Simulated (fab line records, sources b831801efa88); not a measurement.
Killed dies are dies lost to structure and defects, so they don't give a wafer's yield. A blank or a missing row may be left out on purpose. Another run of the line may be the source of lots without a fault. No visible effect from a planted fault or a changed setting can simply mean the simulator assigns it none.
fab line records -- flow gf180mcu
[record] lots = 6, wafers = 18, last-day = 34
route steps=602 shown NSD@245 PSD@248
lots that met no fault: taken from a fault-free run of the same line
start-h: hours from the record's opening day to when the first of the lot's shown wafers began -- wait-h: hours since the lot's step before -- " as in the row above -- L1.1+2: several wafers, shown together as one row -- - no value present, or no start provided -- * or withheld: withheld -- < > ~ a bound
route shown NAME@n: names a module that has steps shown in the file, with the first one's number in the route -- usual: average and standard deviation across the fault-free wafers -- same: alike in all rows -- chamber/n: place in a boat -- sites: each site's reading -- _std_site: the values' standard deviation -- _edge_site: outer sites' mean less inner sites' -- radius-mm: for every site, how far away it sits from the centre of the wafer -- mask NAME#n: copy n -- behind: the tool/chamber that last shaped the wafer -- hold: why the lot went on hold/how many hours it stayed there/how the hold came to an end -- device: transistor that didn't switch, given as n, p or np -- end of line: the route-end tests of the same wafers -- a step without rows: its recipe alone -- killed: dies that structure and defects cost at the first sort, which is not the same as the wafer's yield -- map: the dies of a wafer, with x for killed, . for not killed, _ for no die there
set.NAME: setting as actually run; set.NAME@STEP: the setting as run at that earlier step -- model.NAME: the simulator's own value behind a step, which no gauge read
lots at selected steps of the route; one table per step, one row per wafer
services: a tool's chamber out of use, with start hour (start-h, from the record's first day; less than 0 if before it), hours out, and reason
[[steps]]
[step GF_NSD_IMPLANT_10]
[recipe] species = P, energy-kev = 40, dose-cm2 = 5e+14, tilt-deg = 7
[step GF_NSD_STRIP_11]
[recipe] chemistry = O2/N2, power-w = 1400, pressure-mtorr = 1500, platen-temp-c = 250, o2-flow-sccm = 3000, n2-flow-sccm = 300, overash-fraction = 0.5
[usual] drypump-motor-current-A = 6.0/0.52, heater-power-w = 333/32, oes-product-au = 0.487/0.0042, strip-time-to-endpoint-s = 22.96/0.036
lot.wafer,tool,chamber,start-h,wait-h,drypump-motor-current-A,heater-power-w,oes-product-au,rf-hours-counter-h,strip-time-to-endpoint-s
L805.2,plasma-asher-03,1,316.15,0.1,6.0,369,0.485,51,22.95
L805.4,plasma-asher-03,1,316.15,0.1,6.0,363,0.485,-,22.99
L805.6,plasma-asher-03,1,316.15,0.1,5.9,361,0.481,-,22.98
L811.1,plasma-asher-01,1,357.90,0.1,5.6,374,0.489,76,22.98
L811.2,plasma-asher-01,0,357.90,0.1,6.0,281,0.485,76,22.95
L811.6,plasma-asher-01,0,357.90,0.1,6.0,294,0.486,-,22.96
L813.2,plasma-asher-02,0,375.40,0.1,5.3,330,0.489,71,22.99
L813.3,plasma-asher-02,0,375.40,0.1,5.3,335,0.486,-,22.97
L813.5,plasma-asher-02,0,375.40,0.1,5.3,337,0.486,-,22.96
L821.2,plasma-asher-03,1,444.38,0.1,5.9,361,0.487,65,22.94
L821.3,plasma-asher-03,1,444.38,0.1,5.9,370,0.494,-,22.94
L821.4,plasma-asher-03,0,444.38,0.1,6.8,359,0.487,-,23.01
L826.2,plasma-asher-02,1,479.70,0.1,6.6,301,0.487,83,22.95
L826.3,plasma-asher-02,0,479.70,0.1,5.3,336,0.487,-,22.92
L826.5,plasma-asher-02,0,479.70,0.1,5.3,336,0.491,-,22.89
L827.1,plasma-asher-02,0,483.45,0.1,5.3,324,0.486,83,22.94
L827.4,plasma-asher-02,1,483.45,0.1,6.6,307,0.487,-,22.90
L827.5,plasma-asher-02,0,483.45,0.1,5.3,334,0.491,-,22.90
[step GF_NSD_TW_MEAS_12]
[usual] NSD_TW = 4235/22
lot.wafer,tool,chamber,start-h,wait-h,NSD_TW
L805.2,film-metro-03,-,316.26,0.1,4252
L805.4,film-metro-03,-,316.26,0.1,4256
L805.6,film-metro-03,-,316.26,0.1,4251
L811.1,film-metro-01,-,358.00,0.1,4226
L811.2,film-metro-01,-,358.00,0.1,4235
L811.6,film-metro-01,-,358.00,0.1,4216
L813.2,film-metro-04,-,375.51,0.1,4235
L813.3,film-metro-04,-,375.51,0.1,4215
L813.5,film-metro-04,-,375.51,0.1,4244
L821.2,film-metro-03,-,444.49,0.1,4214
L821.3,film-metro-03,-,444.49,0.1,4214
L821.4,film-metro-03,-,444.49,0.1,4208
L826.2,film-metro-01,-,479.81,0.1,4201
L826.3,film-metro-01,-,479.81,0.1,4230
L826.5,film-metro-01,-,479.81,0.1,4240
L827.1,film-metro-03,-,483.55,0.1,4229
L827.4,film-metro-03,-,483.55,0.1,4225
L827.5,film-metro-03,-,483.55,0.1,4220
[step GF_PSD_DEHYDRATE_00]
[recipe] temp-c = 200, time-s = 60
[step GF_PSD_HMDS_01]
[recipe] prime-time-s = 60, prime-temp-c = 120
[step GF_PSD_COAT_02]
[recipe] resist = NOVOLAK, spin-rpm = 3000, resist-thk-nm = 1000
[step GF_PSD_SOFTBAKE_03]
[recipe] temp-c = 90, time-s = 60, resist = NOVOLAK
[step GF_PSD_EXPOSE_04]
[recipe] mask-id = Pplus, target-cd-nm = 400, na = 0.6, source-shape = conventional, sigma-outer = 0.6, dose-mj = 140
[step GF_PSD_PEB_05]
[recipe] temp-c = withheld, time-s = *, resist = NOVOLAK
[step GF_PSD_DEVELOP_06]
[recipe] develop-time-s = 60, dev-temp-c = 23
[step GF_PSD_CD_MEAS_07]
[recipe] target-cd-nm = 400
[usual] cd-nm = 400.4/2.6
lot.wafer,tool,chamber,start-h,wait-h,cd-nm
L805.2,cd-sem-01,-,338.77,0.1,399.0
L805.4,cd-sem-01,-,338.77,0.1,398.5
L805.6,cd-sem-01,-,338.77,0.1,397.6
L811.1,cd-sem-01,-,379.96,0.1,402.0
L811.2,cd-sem-01,-,379.96,0.1,400.4
L811.6,cd-sem-01,-,379.96,0.1,400.9
L813.2,cd-sem-01,-,398.16,0.1,399.9
L813.3,cd-sem-01,-,398.16,0.1,400.3
L813.5,cd-sem-01,-,398.16,0.1,398.2
L821.2,cd-sem-02,-,468.53,0.1,396.6
L821.3,cd-sem-02,-,468.53,0.1,395.6
L821.4,cd-sem-02,-,468.53,0.1,399.2
L826.2,cd-sem-02,-,503.66,0.1,402.2
L826.3,cd-sem-02,-,503.66,0.1,400.7
L826.5,cd-sem-02,-,503.66,0.1,400.9
L827.1,cd-sem-02,-,507.51,0.1,396.2
L827.4,cd-sem-02,-,507.51,0.1,395.6
L827.5,cd-sem-02,-,507.51,0.1,397.1
[step GF_PSD_OVL_MEAS_08]
[usual] PSD_OVL = 0.1/1.4
lot.wafer,tool,chamber,start-h,wait-h,PSD_OVL[nm]
L805.2,overlay-01,-,338.87,0.1,4.9
L805.4,overlay-01,-,338.87,0.1,1.2
L805.6,overlay-01,-,338.87,0.1,3.0
L811.1,overlay-01,-,380.08,0.1,-1.8
L811.2,overlay-01,-,380.08,0.1,-1.8
L811.6,overlay-01,-,380.08,0.1,-0.9
L813.2,overlay-01,-,398.27,0.1,1.3
L813.3,overlay-01,-,398.27,0.1,0.4
L813.5,overlay-01,-,398.27,0.1,0.2
L821.2,overlay-02,-,468.64,0.1,0.3
L821.3,overlay-02,-,468.64,0.1,-0.7
L821.4,overlay-02,-,468.64,0.1,-0.3
L826.2,overlay-02,-,503.77,0.1,3.1
L826.3,overlay-02,-,503.77,0.1,1.7
L826.5,overlay-02,-,503.77,0.1,0.7
L827.1,overlay-02,-,507.63,0.1,1.5
L827.4,overlay-02,-,507.63,0.1,0.1
L827.5,overlay-02,-,507.63,0.1,0.0
[step GF_PSD_IMPLANT_09]
[recipe] species = BF2, energy-kev = 40, dose-cm2 = 1.5e+15, tilt-deg = 7
[usual] beam-energy-keV = 39.998/0.012, beam-on-s = 9.96/0.18
lot.wafer,tool,chamber,start-h,wait-h,beam-energy-keV,beam-on-s
L805.2,implanter-02,0,338.93,0.0,39.983,10.04
L805.4,implanter-02,0,338.93,0.0,40.012,10.00
L805.6,implanter-02,0,338.93,0.0,40.002,9.67
L811.1,implanter-02,-,380.12,0.0,-,-
L811.2,implanter-02,-,380.12,0.0,-,-
L811.6,implanter-02,-,380.12,0.0,-,-
L813.2,implanter-03,-,398.32,0.0,-,-
L813.3,implanter-03,-,398.32,0.0,-,-
L813.5,implanter-03,-,398.32,0.0,-,-
L821.2,implanter-03,0,468.69,0.0,40.007,10.31
L821.3,implanter-03,0,468.69,0.0,39.993,10.02
L821.4,implanter-03,0,468.69,0.0,39.997,10.13
L826.2,implanter-03,0,503.82,0.0,40.002,9.89
L826.3,implanter-03,0,503.82,0.0,39.988,9.76
L826.5,implanter-03,0,503.82,0.0,39.998,10.00
L827.1,implanter-03,0,507.67,0.0,40.007,10.06
L827.4,implanter-03,0,507.67,0.0,40.008,9.94
L827.5,implanter-03,0,507.67,0.0,40.002,9.96
[step GF_PSD_STRIP_10]
[recipe] chemistry = O2/N2, power-w = 1400, pressure-mtorr = 1500, platen-temp-c = 250, o2-flow-sccm = 3000, n2-flow-sccm = 300, overash-fraction = 0.5
[usual] drypump-motor-current-A = 5.8/0.58, heater-power-w = 331/24, oes-product-au = 0.592/0.005, strip-time-to-endpoint-s = 16.55/0.045
lot.wafer,tool,chamber,start-h,wait-h,drypump-motor-current-A,heater-power-w,oes-product-au,rf-hours-counter-h,strip-time-to-endpoint-s
L805.2,plasma-asher-03,0,339.05,0.1,6.7,358,0.593,54,16.61
L805.4,plasma-asher-03,0,339.05,0.1,6.8,353,0.599,-,16.60
L805.6,plasma-asher-03,1,339.05,0.1,6.0,365,0.588,-,16.58
L811.1,plasma-asher-03,0,380.27,0.1,6.8,362,0.713,58,12.64
L811.2,plasma-asher-03,1,380.27,0.1,6.0,354,0.708,58,12.64
L811.6,plasma-asher-03,1,380.27,0.1,5.9,360,0.714,-,12.67
L813.2,plasma-asher-02,1,398.45,0.1,6.6,303,0.713,73,12.62
L813.3,plasma-asher-02,1,398.45,0.1,6.6,302,0.715,-,12.65
L813.5,plasma-asher-02,0,398.45,0.1,5.3,325,0.714,-,12.62
L821.2,plasma-asher-02,0,468.82,0.1,5.3,326,0.588,82,16.55
L821.3,plasma-asher-02,0,468.82,0.1,5.3,336,0.604,-,16.58
L821.4,plasma-asher-02,1,468.82,0.1,6.6,302,0.591,-,16.56
L826.2,plasma-asher-03,0,503.95,0.1,6.8,353,0.598,72,16.52
L826.3,plasma-asher-03,1,503.95,0.1,5.9,368,0.591,-,16.50
L826.5,plasma-asher-03,1,503.95,0.1,5.9,368,0.589,-,16.45
L827.1,plasma-asher-03,1,507.82,0.1,6.0,365,0.588,72,16.56
L827.4,plasma-asher-03,0,507.82,0.1,6.8,346,0.583,-,16.55
L827.5,plasma-asher-03,1,507.82,0.1,6.0,368,0.587,-,16.55
[step GF_PSD_TW_MEAS_11]
[usual] PSD_TW = 3164/13
lot.wafer,tool,chamber,start-h,wait-h,PSD_TW
L805.2,film-metro-04,-,339.16,0.1,3159
L805.4,film-metro-04,-,339.16,0.1,3168
L805.6,film-metro-04,-,339.16,0.1,3171
L811.1,film-metro-01,-,380.37,0.1,30
L811.2,film-metro-01,-,380.37,0.1,30
L811.6,film-metro-01,-,380.37,0.1,30
L813.2,film-metro-04,-,398.56,0.1,30
L813.3,film-metro-04,-,398.56,0.1,30
L813.5,film-metro-04,-,398.56,0.1,30
L821.2,film-metro-03,-,468.93,0.1,3159
L821.3,film-metro-03,-,468.93,0.1,3177
L821.4,film-metro-03,-,468.93,0.1,3157
L826.2,film-metro-03,-,504.06,0.1,3161
L826.3,film-metro-03,-,504.06,0.1,3158
L826.5,film-metro-03,-,504.06,0.1,3169
L827.1,film-metro-03,-,507.92,0.1,3158
L827.4,film-metro-03,-,507.92,0.1,3180
L827.5,film-metro-03,-,507.92,0.1,3161
[step GF_PSD_CLEAN_12]
[recipe] chemistry = SC1/SC2, mix = 1:4:20, temp-c = 70, time-s = 150, dry = n2-spin
[step GF_PSD_RTA_13]
[recipe] temp-c = 1025, time-s = 20, ambient = N2
[usual] lamp-power-pct = 36/5.5, wafer_temp_C_max = 1028.3/0.94
[same] time-s = 20
lot.wafer,tool,chamber,start-h,wait-h,lamp-power-pct,wafer_temp_C_max
L805.2,rtp-anneal-02,0,339.28,0.0,42,1028.8
L805.4,rtp-anneal-02,0,339.28,0.0,42,1028.4
L805.6,rtp-anneal-02,0,339.28,0.0,42,1029.4
L811.1,rtp-anneal-02,0,380.48,0.0,42,1028.8
L811.2,rtp-anneal-02,0,380.48,0.0,41,1028.1
L811.6,rtp-anneal-02,0,380.48,0.0,42,1029.0
L813.2,rtp-anneal-02,0,398.67,0.0,42,1029.0
L813.3,rtp-anneal-02,0,398.67,0.0,42,1029.7
L813.5,rtp-anneal-02,0,398.67,0.0,42,1027.9
L821.2,rtp-anneal-01,0,469.04,0.0,31,1026.6
L821.3,rtp-anneal-01,0,469.04,0.0,30,1028.5
L821.4,rtp-anneal-01,0,469.04,0.0,30,1027.1
L826.2,rtp-anneal-01,0,504.17,0.0,30,1027.6
L826.3,rtp-anneal-01,0,504.17,0.0,30,1028.3
L826.5,rtp-anneal-01,0,504.17,0.0,30,1027.5
L827.1,rtp-anneal-02,0,508.03,0.0,42,1030.5
L827.4,rtp-anneal-02,0,508.03,0.0,42,1029.0
L827.5,rtp-anneal-02,0,508.03,0.0,42,1028.7
[step GF_PSD_RS_MEAS_14]
[recipe] thk-meas-gauge = four-point-probe
[usual] NSD_RS = 46.14/0.076
lot.wafer,tool,chamber,start-h,wait-h,NSD_RS[ohm/sq]
L805.2,film-metro-03,-,339.37,0.1,46.15
L805.4,film-metro-03,-,339.37,0.1,46.17
L805.6,film-metro-03,-,339.37,0.1,46.13
L811.1,film-metro-01,-,380.56,0.1,46.08
L811.2,film-metro-01,-,380.56,0.1,46.21
L811.6,film-metro-01,-,380.56,0.1,46.06
L813.2,film-metro-03,-,398.76,0.1,46.14
L813.3,film-metro-03,-,398.76,0.1,46.19
L813.5,film-metro-03,-,398.76,0.1,46.15
L821.2,film-metro-03,-,469.13,0.1,46.18
L821.3,film-metro-03,-,469.13,0.1,46.20
L821.4,film-metro-03,-,469.13,0.1,46.17
L826.2,film-metro-01,-,504.26,0.1,46.28
L826.3,film-metro-01,-,504.26,0.1,46.20
L826.5,film-metro-01,-,504.26,0.1,46.20
L827.1,film-metro-01,-,508.11,0.1,46.04
L827.4,film-metro-01,-,508.11,0.1,45.98
L827.5,film-metro-01,-,508.11,0.1,46.08
[step GF_PSD_RS_MEAS_15]
[recipe] thk-meas-gauge = four-point-probe
[usual] PSD_RS = 108.5/0.31
lot.wafer,tool,chamber,start-h,wait-h,PSD_RS[ohm/sq]
L805.2,film-metro-03,-,339.49,0.1,108.7
L805.4,film-metro-03,-,339.49,0.1,108.6
L805.6,film-metro-03,-,339.49,0.1,108.9
L811.1,film-metro-01,-,380.68,0.1,132.9
L811.2,film-metro-01,-,380.68,0.1,133.3
L811.6,film-metro-01,-,380.68,0.1,133.0
L813.2,film-metro-03,-,398.88,0.1,132.7
L813.3,film-metro-03,-,398.88,0.1,132.8
L813.5,film-metro-03,-,398.88,0.1,133.2
L821.2,film-metro-03,-,469.25,0.1,108.9
L821.3,film-metro-03,-,469.25,0.1,108.4
L821.4,film-metro-03,-,469.25,0.1,108.6
L826.2,film-metro-01,-,504.38,0.1,108.5
L826.3,film-metro-01,-,504.38,0.1,108.7
L826.5,film-metro-01,-,504.38,0.1,108.5
L827.1,film-metro-01,-,508.23,0.1,108.0
L827.4,film-metro-01,-,508.23,0.1,108.3
L827.5,film-metro-01,-,508.23,0.1,108.0
[[services]]
tool,chamber,start-h,hours,kind
plasma-asher-03,-,305.06,3.8,repair
implanter-02,-,324.40,9.9,repair
plasma-asher-01,-,326.86,2.8,pm
plasma-asher-02,-,330.26,0.4,repair
implanter-03,-,338.21,2.4,pm
implanter-02,-,356.80,3.1,pm
rtp-anneal-02,-,356.99,1.2,pm
plasma-asher-02,-,357.31,3.5,repair
implanter-03,-,368.73,5.0,repair
plasma-asher-02,-,386.26,0.7,repair
plasma-asher-03,-,391.79,1.8,repair
plasma-asher-01,-,397.82,7.4,repair
plasma-asher-03,-,420.12,2.0,repair
plasma-asher-01,-,421.25,9.0,pm
plasma-asher-01,0,421.25,9.0,vent-cycle
plasma-asher-01,1,421.25,9.0,vent-cycle
plasma-asher-01,-,430.25,14.6,pm
plasma-asher-01,0,430.25,-,clean
plasma-asher-03,-,440.89,2.4,repair
implanter-03,-,475.28,2.2,repair
implanter-02,-,494.29,3.9,repair
plasma-asher-02,-,498.95,1.2,repair
implanter-03,-,501.82,1.9,repair
implanter-02,-,505.11,1.5,repair
[[key]]
[first-sign] step = GF_PSD_IMPLANT_09, reading = tool-record, direction = missing
[effect] step = GF_PSD_STRIP_10, reading = strip-time-to-endpoint-s, direction = down, sigmas = 88, usual = *, struck = *
[effect] step = GF_PSD_TW_MEAS_11, reading = PSD_TW, direction = down, sigmas = 99+, usual = 3164, struck = 30
[effect] step = GF_PSD_RS_MEAS_15, reading = PSD_RS, direction = up, sigmas = 78, usual = 108.5, struck = 133.0
met-at GF_PSD_IMPLANT_09
struck-wafers L811.1,L811.2,L811.6,L813.2,L813.3,L813.5
later-rows-left-out L811.1,L811.2,L811.6,L813.2,L813.3,L813.5
sort-left-out L811.1,L811.2,L811.6,L813.2,L813.3,L813.5
tester-left-out L811,L813
onset-between 338.93 380.12
[fault] kind = skipped-step-whole, tool = implanter-02,implanter-03, chamber = -, onset-h = 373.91, steps = GF_PSD_IMPLANT_09, scope = struck-lots-only
// tester-left-out: of these lots the tester's yield and bins aren't shown, on N5 and GAA mostly nor the transistor test; their killed dies are dies lost to structure and defects alone, not to doping, threshold or leakage, so they don't give the yield
// sort-left-out: the simulated sort isn't trusted on such a fault, so these wafers' sort isn't shown, and their yield isn't known
// later-rows-left-out: the simulator's readings of these wafers behind a module that went badly wrong aren't trusted and aren't shown, but for the sort
